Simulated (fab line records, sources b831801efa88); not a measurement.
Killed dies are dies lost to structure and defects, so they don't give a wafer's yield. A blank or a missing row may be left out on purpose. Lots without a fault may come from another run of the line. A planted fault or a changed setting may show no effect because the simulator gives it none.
Which tool did it? | flow gf180mcu | 24 lots, 72 wafers sampled, at 3 steps of a route of 602

WHAT THE GAUGES READ, wafer by wafer
GF_V2_OVL_MEAS_15. Usual: V2_OVL 3 nm, standard deviation 5.2.
lot  | measured     | on         | V2_OVL (nm) | flag
L074 | day 20 11:17 | overlay-02 | -9 -2 -1    |
L075 | day 20 20:14 | overlay-01 | 7 -4 4      |
L076 | day 21 00:54 | overlay-01 | 1 2 1       |
L077 | day 21 08:48 | overlay-01 | 3 -3 -2     |
L078 | day 21 20:09 | overlay-02 | 9 11 5      |
L079 | day 22 06:14 | overlay-01 | -1 0 5      |
L081 | day 23 00:00 | overlay-01 | 6 11 6      |
L080 | day 23 06:14 | overlay-02 | 2 -9 7      |
L082 | day 23 09:36 | overlay-01 | -3 2 -3     |
L083 | day 23 09:58 | overlay-01 | 3 7 4       |
L084 | day 23 22:50 | overlay-01 | 0 8 -4      |
L085 | day 24 08:42 | overlay-02 | 12 10 3     |
L086 | day 24 10:42 | overlay-02 | 12 8 6      |
L087 | day 25 02:23 | overlay-02 | 3 3 8       |
L088 | day 25 22:30 | overlay-01 | -5 4 -3     |
L089 | day 25 23:50 | overlay-01 | 3 1 -4      |
L090 | day 26 01:01 | overlay-01 | 3 -5 -2     |
L091 | day 26 11:17 | overlay-01 | -6 -4 2     |
L092 | day 26 19:11 | overlay-02 | 0 4 6       |
L093 | day 27 00:05 | overlay-01 | 6 2 1       |
L094 | day 27 11:35 | overlay-02 | 4 -3 7      |
L095 | day 27 18:09 | overlay-01 | 5 4 3       |
L096 | day 28 02:20 | overlay-01 | 10 5 11     |
L097 | day 28 04:09 | overlay-01 | 3 7 10      |

GF_M4_RS_MEAS_05: measures by four-point-probe. Usual: M4_ALCU_RS 0.0696 ohm/sq, standard deviation 0.00074.
lot  | measured     | on            | M4_ALCU_RS (ohm/sq)  | flag
L074 | day 22 15:24 | film_metro-02 | 0.0698 0.0691 0.0697 |
L075 | day 22 23:26 | film_metro-03 | 0.0692 0.0695 0.0698 |
L076 | day 23 05:55 | film_metro-02 | 0.0690 0.0695 0.0694 |
L077 | day 23 10:53 | film_metro-02 | 0.0698 0.0700 0.0700 |
L078 | day 23 22:31 | film_metro-02 | 0.0706 0.0701 0.0712 |
L079 | day 24 11:55 | film_metro-03 | 0.0699 0.0703 0.0703 |
L081 | day 25 02:10 | film_metro-01 | 0.0696 0.0700 0.0700 |
L080 | day 25 21:56 | film_metro-01 | 0.0684 0.0687 0.0681 |
L082 | day 25 23:01 | film_metro-02 | 0.0693 0.0692 0.0687 |
L083 | day 25 23:18 | film_metro-01 | 0.0697 0.0707 0.0706 |
L084 | day 26 03:02 | film_metro-01 | 0.0698 0.0696 0.0688 |
L085 | day 26 14:25 | film_metro-03 | 0.0698 0.0698 0.0697 |
L086 | day 26 18:49 | film_metro-01 | 0.0699 0.0700 0.0702 |
L087 | day 27 01:40 | film_metro-03 | 0.0696 0.0696 0.0697 |
L088 | day 27 17:56 | film_metro-02 | 0.0695 0.0704 0.0701 |
L089 | day 27 19:58 | film_metro-03 | 0.0688 0.0694 0.0694 |
L090 | day 27 21:14 | film_metro-02 | 0.0710 0.0707 0.0709 |
L091 | day 28 09:33 | film_metro-02 | 0.0698 0.0696 0.0699 |
L092 | day 28 15:15 | film_metro-01 | 0.0691 0.0690 0.0693 |
L093 | day 28 21:04 | film_metro-01 | 0.0709 0.0702 0.0709 |
L094 | day 29 08:02 | film_metro-02 | 0.0703 0.0702 0.0703 |
L095 | day 29 14:38 | film_metro-03 | 0.0682 0.0677 0.0682 |
L096 | day 29 21:05 | film_metro-02 | 0.0690 0.0686 0.0680 |
L097 | day 29 22:49 | film_metro-01 | 0.0705 0.0701 0.0698 |

WHICH TOOL RAN EACH LOT (tool, then ch and the chambers of the sampled wafers, then the start)
lot  | GF_CONTACT_CVD_02
L074 | pecvd-02 ch 0,1, day 15 09:25
L075 | pecvd-02 ch 0,1,2, day 15 14:49
L076 | pecvd-04 ch 0,1,2, day 15 19:43
L077 | pecvd-03 ch 2, day 16 01:46
L078 | pecvd-03 ch 0,1, day 16 13:06
L079 | pecvd-04 ch 1,2, day 16 22:58
L081 | pecvd-04 ch 1,2, day 17 17:49
L080 | pecvd-04 ch 0,1, day 17 22:19
L082 | pecvd-04 ch 0,2, day 18 02:25
L083 | pecvd-02 ch 0,2, day 18 03:24
L084 | pecvd-02 ch 0,1,2, day 18 17:54
L085 | pecvd-04 ch 0,2, day 19 03:37
L086 | pecvd-03 ch 0,1, day 19 07:41
L087 | pecvd-02 ch 0,1, day 19 23:56
L088 | pecvd-04 ch 0,2, day 20 09:44
L089 | pecvd-04 ch 0,1, day 20 14:31
L090 | pecvd-03 ch 0,1, day 20 20:35
L091 | pecvd-02 ch 0,2, day 21 06:43
L092 | pecvd-02 ch 1,2, day 21 13:05
L093 | pecvd-04 ch 0,2, day 22 00:21
L094 | pecvd-03 ch 0,1, day 22 10:02
L095 | pecvd-04 ch 1,2, day 22 18:01
L096 | pecvd-04 ch 1,2, day 23 05:10
L097 | pecvd-03 ch 1,2, day 23 06:43
- GF_CONTACT_CVD_02: deposits SiO2 from TEOS, target thk 860 nm, time 95.992 s.

WHAT THE TOOLS THEMSELVES READ (means of the sampled wafers that have a number; where no wafer has one, the mark that the record gives instead)
GF_CONTACT_CVD_02. Usual: heater_power_outer_w 402 W, standard deviation 60; heater_power_w 696 W, standard deviation 90; susceptor_temp_C 399.97 C, standard deviation 0.21.
lot  | tool     | heater_power_outer_w (W) | heater_power_w (W) | susceptor_temp_C (C) | flag
L074 | pecvd-02 | 384                      | 655                | 400.15               |
L075 | pecvd-02 | 378                      | 642                | 400.20               |
L076 | pecvd-04 | 406                      | 708                | 400.03               |
L077 | pecvd-03 | 383                      | 703                | 399.87               |
L078 | pecvd-03 | 384                      | 725                | 399.92               |
L079 | pecvd-04 | 424                      | 711                | 400.10               |
L081 | pecvd-04 | 394                      | 675                | 400.21               |
L080 | pecvd-04 | 388                      | 688                | 399.93               |
L082 | pecvd-04 | 461                      | 750                | 400.06               |
L083 | pecvd-02 | 390                      | 664                | 399.92               |
L084 | pecvd-02 | 395                      | 664                | 400.06               |
L085 | pecvd-04 | 423                      | 729                | 399.85               |
L086 | pecvd-03 | 428                      | 781                | 400.18               |
L087 | pecvd-02 | 396                      | 684                | 399.89               |
L088 | pecvd-04 | 424                      | 740                | 399.99               |
L089 | pecvd-04 | 343                      | 624                | 399.89               |
L090 | pecvd-03 | 396                      | 731                | 400.02               |
L091 | pecvd-02 | 429                      | 732                | 400.05               |
L092 | pecvd-02 | 332                      | 546                | 400.00               |
L093 | pecvd-04 | 403                      | 700                | 399.79               |
L094 | pecvd-03 | 415                      | 751                | 399.93               |
L095 | pecvd-04 | 437                      | 721                | 399.89               |
L096 | pecvd-04 | 425                      | 696                | 399.69               |
L097 | pecvd-03 | 420                      | 765                | 399.78               |

THE ANSWER, worked out from the rows above alone
Rule: a lot is off if the mean of its wafers that have a number lies more than 3 standard deviations from the usual mean. A lot without any number at a reading at which 4 lots or more have one is off too. The other lots that the step has rows for count as sound. The gauges are gone through in route order, then the tools' own readings, and for those a lot's mean is taken as printed above. The first step at which some lot is off is used, and at that step the reading that is off furthest; a lot without a number counts as furthest.
No lot is off at any reading shown: from this, nothing can be told.

WHAT THE SIMULATOR HAD PUT IN
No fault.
